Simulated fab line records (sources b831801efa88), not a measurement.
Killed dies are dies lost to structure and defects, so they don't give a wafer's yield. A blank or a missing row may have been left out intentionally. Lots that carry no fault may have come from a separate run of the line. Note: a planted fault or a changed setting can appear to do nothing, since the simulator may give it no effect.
Which tool did it? | flow gf180mcu | 6 lots, 18 wafers sampled, at 1 step of a route of 602

WHAT EACH GAUGE READ, for each wafer
GF_CONTACT_THK_MEAS_01.
lot  | measured     | on           | CONTACT_CVD_00_THK (nm)
L906 | day 15 10:42 | filmMetro-01 | 303 296 303
L909 | day 16 16:24 | filmMetro-01 | 295 294 298
L911 | day 17 05:40 | filmMetro-03 | 303 299 304
L920 | day 20 20:17 | filmMetro-03 | 298 302 301
L923 | day 21 15:47 | filmMetro-03 | 293 295 295
L926 | day 22 09:59 | filmMetro-04 | 294 295 298

WHICH TOOL RAN EACH LOT (tool, then ch and the chambers of the sampled wafers, then the start)
Record: no process step prior to these readings.

THE ANSWER, worked out from the rows above alone
Rule: usual is defined by the lots themselves. The widest of any qualifying gaps counts: lots, ordered by their means at a reading, are off when they make up no more than a third of the lots, leave a main group of 4 or more, and stand apart from it by 3 or more times the standard deviation of that group's means. A main group is skipped when, at the precision printed for the reading in the tables above, its means are all equal. Also off: a lot with no number at a reading for which 4 or more lots have one. Any other lot the step has rows for is counted as sound.
No lot is off at any reading shown: from this, nothing can be told.

WHAT THE SIMULATOR HAD PUT IN
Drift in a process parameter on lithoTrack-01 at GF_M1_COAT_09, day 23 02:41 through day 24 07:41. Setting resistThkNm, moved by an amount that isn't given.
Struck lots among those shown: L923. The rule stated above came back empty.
